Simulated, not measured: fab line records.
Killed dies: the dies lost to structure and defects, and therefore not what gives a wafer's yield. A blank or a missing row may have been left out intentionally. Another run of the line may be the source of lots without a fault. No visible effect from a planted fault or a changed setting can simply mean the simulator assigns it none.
Lot-split experiment / flow sfqLine / on a route of 325 steps: 5 lots, 23 wafers read

## THE SPLIT
At SFQ_TRILAYER_M4_LITHO_COAT_093 (resist thk 600 nm), the setting resistThkNm was moved away from the recipe's 600 nm on 5 of the 23 wafers read, by -3.9% to -2.4%. For the rest of the wafers, this setting stayed at what the recipe calls for.

No step appears in the file between the split and the reading.

## THE READING
KrF_of_TRILAYER_M4_LITHO_COAT_093.thkNm (the simulator's own value, which no gauge read), in nm, at SFQ_TRILAYER_M4_BARC_OPEN_METAL_ETCH_123 (etches BARC in O2, target depth 125 nm, time 41.7 s). The file gives no usual value for it. Across the 18 wafers here that went through the recipe, the average is 522.9 nm and the standard deviation 1.8 nm.

wafer=L078.1; tool, chamber at the split=lithoTrack-01, 0; resistThkNm as run, nm=600; against the recipe=recipe; KrF_of_TRILAYER_M4_LITHO_COAT_093.thkNm, nm=524.5; against lot-mates on the recipe=-
wafer=L078.3; tool, chamber at the split=lithoTrack-01, 0; resistThkNm as run, nm=600; against the recipe=recipe; KrF_of_TRILAYER_M4_LITHO_COAT_093.thkNm, nm=523.4; against lot-mates on the recipe=-
wafer=L078.4; tool, chamber at the split=lithoTrack-01, 0; resistThkNm as run, nm=600; against the recipe=recipe; KrF_of_TRILAYER_M4_LITHO_COAT_093.thkNm, nm=524.7; against lot-mates on the recipe=-
wafer=L078.5; tool, chamber at the split=lithoTrack-01, 0; resistThkNm as run, nm=600; against the recipe=recipe; KrF_of_TRILAYER_M4_LITHO_COAT_093.thkNm, nm=524; against lot-mates on the recipe=-
wafer=L078.6; tool, chamber at the split=lithoTrack-01, 0; resistThkNm as run, nm=600; against the recipe=recipe; KrF_of_TRILAYER_M4_LITHO_COAT_093.thkNm, nm=522.6; against lot-mates on the recipe=-
wafer=L079.3; tool, chamber at the split=lithoTrack-01, 0; resistThkNm as run, nm=600; against the recipe=recipe; KrF_of_TRILAYER_M4_LITHO_COAT_093.thkNm, nm=522.6; against lot-mates on the recipe=-
wafer=L079.4; tool, chamber at the split=lithoTrack-01, 0; resistThkNm as run, nm=600; against the recipe=recipe; KrF_of_TRILAYER_M4_LITHO_COAT_093.thkNm, nm=525; against lot-mates on the recipe=-
wafer=L079.5; tool, chamber at the split=lithoTrack-01, 0; resistThkNm as run, nm=600; against the recipe=recipe; KrF_of_TRILAYER_M4_LITHO_COAT_093.thkNm, nm=525.1; against lot-mates on the recipe=-
wafer=L081.1; tool, chamber at the split=lithoTrack-02, 0; resistThkNm as run, nm=600; against the recipe=recipe; KrF_of_TRILAYER_M4_LITHO_COAT_093.thkNm, nm=521.2; against lot-mates on the recipe=-
wafer=L081.4; tool, chamber at the split=lithoTrack-02, 0; resistThkNm as run, nm=600; against the recipe=recipe; KrF_of_TRILAYER_M4_LITHO_COAT_093.thkNm, nm=521.2; against lot-mates on the recipe=-
wafer=L081.3; tool, chamber at the split=lithoTrack-02, 0; resistThkNm as run, nm=600; against the recipe=recipe; KrF_of_TRILAYER_M4_LITHO_COAT_093.thkNm, nm=521.3; against lot-mates on the recipe=-
wafer=L081.5; tool, chamber at the split=lithoTrack-02, 0; resistThkNm as run, nm=600; against the recipe=recipe; KrF_of_TRILAYER_M4_LITHO_COAT_093.thkNm, nm=520; against lot-mates on the recipe=-
wafer=L081.6; tool, chamber at the split=lithoTrack-02, 0; resistThkNm as run, nm=600; against the recipe=recipe; KrF_of_TRILAYER_M4_LITHO_COAT_093.thkNm, nm=520.5; against lot-mates on the recipe=-
wafer=L083.1; tool, chamber at the split=lithoTrack-02, 0; resistThkNm as run, nm=576.6; against the recipe=-3.9%; KrF_of_TRILAYER_M4_LITHO_COAT_093.thkNm, nm=498.2; against lot-mates on the recipe=-23.5
wafer=L083.2; tool, chamber at the split=lithoTrack-02, 0; resistThkNm as run, nm=600; against the recipe=recipe; KrF_of_TRILAYER_M4_LITHO_COAT_093.thkNm, nm=522; against lot-mates on the recipe=-
wafer=L083.3; tool, chamber at the split=lithoTrack-02, 0; resistThkNm as run, nm=600; against the recipe=recipe; KrF_of_TRILAYER_M4_LITHO_COAT_093.thkNm, nm=522.4; against lot-mates on the recipe=-
wafer=L083.5; tool, chamber at the split=lithoTrack-02, 0; resistThkNm as run, nm=600; against the recipe=recipe; KrF_of_TRILAYER_M4_LITHO_COAT_093.thkNm, nm=520.8; against lot-mates on the recipe=-
wafer=L083.6; tool, chamber at the split=lithoTrack-02, 0; resistThkNm as run, nm=576.6; against the recipe=-3.9%; KrF_of_TRILAYER_M4_LITHO_COAT_093.thkNm, nm=500.3; against lot-mates on the recipe=-21.4
wafer=L085.1; tool, chamber at the split=lithoTrack-02, 0; resistThkNm as run, nm=600; against the recipe=recipe; KrF_of_TRILAYER_M4_LITHO_COAT_093.thkNm, nm=525.5; against lot-mates on the recipe=-
wafer=L085.3; tool, chamber at the split=lithoTrack-02, 0; resistThkNm as run, nm=585.7; against the recipe=-2.4%; KrF_of_TRILAYER_M4_LITHO_COAT_093.thkNm, nm=510.4; against lot-mates on the recipe=-14.8
wafer=L085.4; tool, chamber at the split=lithoTrack-02, 0; resistThkNm as run, nm=600; against the recipe=recipe; KrF_of_TRILAYER_M4_LITHO_COAT_093.thkNm, nm=524.9; against lot-mates on the recipe=-
wafer=L085.5; tool, chamber at the split=lithoTrack-02, 0; resistThkNm as run, nm=585.7; against the recipe=-2.4%; KrF_of_TRILAYER_M4_LITHO_COAT_093.thkNm, nm=509; against lot-mates on the recipe=-16.2
wafer=L085.6; tool, chamber at the split=lithoTrack-02, 0; resistThkNm as run, nm=585.7; against the recipe=-2.4%; KrF_of_TRILAYER_M4_LITHO_COAT_093.thkNm, nm=510.5; against lot-mates on the recipe=-14.7

THE FIT
A straight line over all 23 wafers: KrF_of_TRILAYER_M4_LITHO_COAT_093.thkNm changes by +5.85 nm for each +1% of resistThkNm; r = +0.98; the points scatter about the line by 1.7 nm.
The same after taking each lot's own level away (the mean of its wafers on the recipe; 23 wafers): +5.97 nm for each +1%; r = +0.99; scatter 0.92 nm.
The reading moves by 23 nm for the largest change in resistThkNm, on that fit.
The lots' own levels span 520.84 to 525.20 nm, that is 2.5 times the standard deviation above.
The two slopes agree, so the slope changes little with the lot-to-lot level.
Check: for one of the wafers moved furthest among these (-3.9%), held out of the fit, the line's prediction against its lot-mates is -23.3 nm. It came out at -23.5 nm against them.

## OTHER SPLITS ON THESE WAFERS
Other splits were also applied to these wafers ahead of the reading. Each is held against what the fit with the lots' levels taken away leaves over:
other split on the same wafers=SFQ_TRILAYER_I1_VIA_LITHO_EXPOSE_050 doseMj; wafers away from the commonest value=8; r with KrF_of_TRILAYER_M4_LITHO_COAT_093.thkNm (lot level and that fit taken away)=-0.14
other split on the same wafers=SFQ_TRILAYER_I1_VIA_BARC_OPEN_VIA_ETCH_071 biasW; wafers away from the commonest value=7; r with KrF_of_TRILAYER_M4_LITHO_COAT_093.thkNm (lot level and that fit taken away)=-0.10
other split on the same wafers=SFQ_TRILAYER_M2_LITHO_COAT_062 spinRpm; wafers away from the commonest value=5; r with KrF_of_TRILAYER_M4_LITHO_COAT_093.thkNm (lot level and that fit taken away)=-0.02
other split on the same wafers=SFQ_TRILAYER_M2_LITHO_COAT_057 spinRpm; wafers away from the commonest value=12; r with KrF_of_TRILAYER_M4_LITHO_COAT_093.thkNm (lot level and that fit taken away)=+0.24
other split on the same wafers=SFQ_TRILAYER_M3_LITHO_COAT_075 resistThkNm; wafers away from the commonest value=7; r with KrF_of_TRILAYER_M4_LITHO_COAT_093.thkNm (lot level and that fit taken away)=+0.19
other split on the same wafers=SFQ_TRILAYER_I3_VIA_LITHO_COAT_090 spinRpm; wafers away from the commonest value=8; r with KrF_of_TRILAYER_M4_LITHO_COAT_093.thkNm (lot level and that fit taken away)=-0.24
other split on the same wafers=SFQ_TRILAYER_M4_LITHO_COAT_098 spinRpm; wafers away from the commonest value=6; r with KrF_of_TRILAYER_M4_LITHO_COAT_093.thkNm (lot level and that fit taken away)=+0.08

## THE WHOLE CHAIN: every reading that the file lists as answering this split, in the file's order
step=SFQ_TRILAYER_M4_LITHO_COAT_093; what it does=resist thk 600 nm; reading=KrF_of_TRILAYER_M4_LITHO_COAT_093.thkNm (the simulator's own value, which no gauge read); change (the file's fit)=+5.96 nm for each +1% of the setting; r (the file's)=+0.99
step=SFQ_TRILAYER_M4_BARC_OPEN_METAL_ETCH_123; what it does=etches BARC in O2, target depth 125 nm, time 41.7 s; reading=KrF_of_TRILAYER_M4_LITHO_COAT_093.thkNm (the simulator's own value, which no gauge read); change (the file's fit)=+5.94 nm for each +1% of the setting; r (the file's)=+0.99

## FILE'S OWN FIT
KrF_of_TRILAYER_M4_LITHO_COAT_093.thkNm changes by +5.94 nm for each +1% of resistThkNm, r = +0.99.
